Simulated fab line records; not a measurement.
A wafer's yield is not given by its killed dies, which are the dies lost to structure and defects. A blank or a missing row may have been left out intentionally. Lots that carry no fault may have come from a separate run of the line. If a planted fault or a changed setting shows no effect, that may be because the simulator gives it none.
What tool caused it? + flow sfq line + 42 wafers from 14 lots sampled at 5 of the route's 325 steps

WHAT THE GAUGES READ, wafer by wafer
The record lacks any reading of a measuring or inspecting step that a usual standard deviation could be used to judge.

TOOL THAT RAN EACH LOT (tool first, then ch and the chambers of the sampled wafers, then the start)
| lot  | SFQ_TRILAYER_I4_VIA_ETCH_VIA_ETCH_106 | SFQ_TRILAYER_JJ_TRILAYER_DEP_SPUTTER_112 | SFQ_TRILAYER_JJ_CE_STRIP_STRIP_120 | SFQ_TRILAYER_A5B_DEP_PECVD_129  | SFQ_TRILAYER_A5B_METRO_MEASURE_131 |
|------|---------------------------------------|------------------------------------------|------------------------------------|---------------------------------|------------------------------------|
| L611 | rie diel-02 ch 1,2,3, day 46 20:46    | pvd sputter-03, day 46 22:46             | rie metal-04 ch 0,1, day 52 00:59  | pecvd-02 ch 1,2, day 52 09:38   | film metro-02, day 52 21:10        |
| L612 | rie diel-01 ch 1,2,3, day 46 21:58    | pvd sputter-06, day 46 23:58             | rie metal-01 ch 0,1, day 52 03:23  | pecvd-03 ch 1,2, day 52 10:50   | film metro-02, day 53 00:02        |
| L613 | rie diel-02 ch 2,3, day 46 23:10      | pvd sputter-05, day 47 01:10             | rie metal-04 ch 1, day 52 05:47    | pecvd-04 ch 0,2, day 52 12:02   | film metro-03, day 53 03:02        |
| L614 | rie diel-01 ch 1,3, day 47 00:22      | pvd sputter-03, day 47 02:22             | rie metal-04 ch 0, day 52 06:59    | pecvd-04 ch 1,2, day 52 13:14   | film metro-01, day 53 07:35        |
| L616 | rie diel-02 ch 1,2,3, day 53 16:17    | pvd sputter-03, day 53 18:18             | rie metal-04 ch 1, day 54 06:41    | pecvd-02 ch 1,2, day 54 21:29   | film metro-02, day 55 01:23        |
| L623 | rie diel-01 ch 0,1, day 56 08:01      | pvd sputter-05, day 56 10:02             | rie metal-04 ch 0,1, day 56 16:41  | pecvd-04 ch 0,1,2, day 60 14:10 | film metro-02, day 61 04:02        |
| L624 | rie diel-01 ch 0,1,3, day 56 13:34    | pvd sputter-03, day 56 15:35             | rie metal-02 ch 0,1, day 56 20:13  | pecvd-03 ch 0,1, day 60 20:11   | film metro-03, day 61 11:49        |
| L625 | rie diel-02 ch 0,2, day 60 07:11      | pvd sputter-03, day 60 09:12             | rie metal-01 ch 0,1, day 61 21:20  | pecvd-04 ch 1,2, day 62 03:01   | film metro-03, day 63 05:05        |
| L626 | rie diel-03 ch 0,3, day 60 20:23      | pvd sputter-06, day 60 22:24             | rie metal-02 ch 0,1, day 61 23:14  | pecvd-03 ch 1,2, day 62 05:26   | film metro-02, day 63 06:20        |
| L627 | rie diel-02 ch 1,2,3, day 61 01:11    | pvd sputter-03, day 61 03:12             | rie metal-02 ch 0,1, day 62 00:22  | pecvd-02 ch 0,1,2, day 62 06:37 | film metro-01, day 63 08:05        |
| L628 | rie diel-03 ch 0,1, day 61 03:35      | pvd sputter-05, day 61 05:36             | rie metal-01 ch 0,1, day 62 02:04  | pecvd-04 ch 0,2, day 62 07:50   | film metro-02, day 63 08:56        |
| L629 | rie diel-02 ch 0,2, day 61 09:50      | pvd sputter-06, day 61 11:51             | rie metal-02 ch 1, day 62 02:41    | pecvd-03 ch 1,2, day 62 09:01   | film metro-01, day 63 10:53        |
| L631 | rie diel-01 ch 0,1,3, day 62 05:49    | pvd sputter-03, day 62 07:50             | rie metal-01 ch 0,1, day 62 12:17  | pecvd-04 ch 0,1, day 62 18:45   | film metro-02, day 63 22:19        |
| L632 | rie diel-02 ch 1,2,3, day 62 07:01    | pvd sputter-06, day 62 09:02             | rie metal-01 ch 0,1, day 62 13:29  | pecvd-02 ch 1,2, day 67 10:09   | film metro-03, day 67 13:26        |
- SFQ_TRILAYER_I4_VIA_ETCH_VIA_ETCH_106: etches SiO2 in CHF3, stops on Nb, target depth 260 nm.
- SFQ_TRILAYER_JJ_TRILAYER_DEP_SPUTTER_112: material Nb, target thk 170 nm, time 113.3 s.
- SFQ_TRILAYER_JJ_CE_STRIP_STRIP_120: strips in O2.
- SFQ_TRILAYER_A5B_DEP_PECVD_129: deposits SiO2 from SiH4/N2O, time 133.33 s, target thk 600 nm.
- SFQ_TRILAYER_A5B_METRO_MEASURE_131

WHAT THE TOOLS THEMSELVES READ (means of the sampled wafers that have a number; where no wafer has one, the mark that the record gives instead)
SFQ_TRILAYER_I4_VIA_ETCH_VIA_ETCH_106.
| lot  | tool        | drypump motor current A (A) | oes product au (a.u.) |
|------|-------------|-----------------------------|-----------------------|
| L611 | rie diel-02 | 5.6                         | 0.857                 |
| L612 | rie diel-01 | 5.9                         | 0.859                 |
| L613 | rie diel-02 | 5.5                         | 0.853                 |
| L614 | rie diel-01 | 6.1                         | 0.855                 |
| L616 | rie diel-02 | 5.6                         | 0.860                 |
| L623 | rie diel-01 | 6.3                         | 0.855                 |
| L624 | rie diel-01 | 6.3                         | 0.852                 |
| L625 | rie diel-02 | 5.8                         | 0.851                 |
| L626 | rie diel-03 | 5.7                         | 0.858                 |
| L627 | rie diel-02 | 5.6                         | 0.854                 |
| L628 | rie diel-03 | 5.8                         | 0.855                 |
| L629 | rie diel-02 | 5.6                         | 0.852                 |
| L631 | rie diel-01 | 6.2                         | 0.852                 |
| L632 | rie diel-02 | 5.6                         | 0.853                 |

SFQ_TRILAYER_JJ_TRILAYER_DEP_SPUTTER_112.
| lot  | tool           | throttle valve pct (%) |
|------|----------------|------------------------|
| L611 | pvd sputter-03 | 29.3                   |
| L612 | pvd sputter-06 | 28.9                   |
| L613 | pvd sputter-05 | 29.2                   |
| L614 | pvd sputter-03 | 29.8                   |
| L616 | pvd sputter-03 | 29.7                   |
| L623 | pvd sputter-05 | 29.2                   |
| L624 | pvd sputter-03 | 29.9                   |
| L625 | pvd sputter-03 | 29.7                   |
| L626 | pvd sputter-06 | 29.8                   |
| L627 | pvd sputter-03 | 29.7                   |
| L628 | pvd sputter-05 | 29.0                   |
| L629 | pvd sputter-06 | 30.2                   |
| L631 | pvd sputter-03 | 29.6                   |
| L632 | pvd sputter-06 | 29.6                   |

SFQ_TRILAYER_JJ_CE_STRIP_STRIP_120.
| lot  | tool         | drypump motor current A (A) | oes product au (a.u.) |
|------|--------------|-----------------------------|-----------------------|
| L611 | rie metal-04 | 5.3                         | 1.002                 |
| L612 | rie metal-01 | 5.6                         | 0.997                 |
| L613 | rie metal-04 | 4.8                         | 1.002                 |
| L614 | rie metal-04 | 5.6                         | 0.997                 |
| L616 | rie metal-04 | 4.8                         | 1.002                 |
| L623 | rie metal-04 | 5.4                         | 1.005                 |
| L624 | rie metal-02 | 6.5                         | 1.002                 |
| L625 | rie metal-01 | 5.6                         | 1.013                 |
| L626 | rie metal-02 | 6.5                         | 1.003                 |
| L627 | rie metal-02 | 6.4                         | 1.005                 |
| L628 | rie metal-01 | 6.0                         | 0.999                 |
| L629 | rie metal-02 | 6.3                         | 1.010                 |
| L631 | rie metal-01 | 6.0                         | 1.005                 |
| L632 | rie metal-01 | 6.0                         | 1.002                 |

SFQ_TRILAYER_A5B_DEP_PECVD_129.
| lot  | tool     | chamber pressure Torr (Torr) | heater power outer w (W) | heater power w (W) | throttle valve pct (%) |
|------|----------|------------------------------|--------------------------|--------------------|------------------------|
| L611 | pecvd-02 | 2.397                        | 19                       | 66                 | 26.7                   |
| L612 | pecvd-03 | 2.394                        | 17                       | 65                 | 23.2                   |
| L613 | pecvd-04 | 2.396                        | 29                       | 88                 | 24.4                   |
| L614 | pecvd-04 | 2.400                        | 35                       | 89                 | 24.8                   |
| L616 | pecvd-02 | 2.397                        | 21                       | 70                 | 26.7                   |
| L623 | pecvd-04 | -                            | -                        | -                  | -                      |
| L624 | pecvd-03 | -                            | -                        | -                  | -                      |
| L625 | pecvd-04 | 2.403                        | 39                       | 94                 | 24.2                   |
| L626 | pecvd-03 | 2.400                        | 17                       | 61                 | 23.4                   |
| L627 | pecvd-02 | 2.401                        | 22                       | 69                 | 26.1                   |
| L628 | pecvd-04 | 2.397                        | 37                       | 96                 | 24.3                   |
| L629 | pecvd-03 | 2.392                        | 16                       | 58                 | 23.4                   |
| L631 | pecvd-04 | 2.405                        | 21                       | 75                 | 23.2                   |
| L632 | pecvd-02 | 2.400                        | 24                       | 71                 | 26.6                   |

THE ANSWER, worked out from the rows above alone
Rule: the lots themselves supply what counts as usual. Put in order of their means at a reading, lots are off if they are a third of the lots or fewer, leave a main group of 4 or more, and stand apart from it by a gap of 3 or more times the standard deviation of the main group's means; of several such gaps the widest counts. The tables above print the reading to a certain number of digits; a main group whose means all agree to those digits is not used. A lot without any number at a reading at which 4 lots or more have one is off too. Where the step has rows for the other lots, those lots are counted as sound. First the gauges in route order, then the tools' own readings, where a lot's mean is used as printed above. At the first step where some lot is off, the reading lying furthest off is the one used; lots without a number count as furthest.
Off, at SFQ_TRILAYER_A5B_DEP_PECVD_129 on chamber pressure Torr: L623, L624. Without a number there: L623, L624. The main group has a mean of 2.398 Torr with a standard deviation of 0.0035.
If a tool, at that step or one of the process steps before it, ran each lot that is off and ran no sound lot following the first of them, it fits. Not one of the candidates tried fits.

WHAT HAD BEEN PUT IN BY THE SIMULATOR
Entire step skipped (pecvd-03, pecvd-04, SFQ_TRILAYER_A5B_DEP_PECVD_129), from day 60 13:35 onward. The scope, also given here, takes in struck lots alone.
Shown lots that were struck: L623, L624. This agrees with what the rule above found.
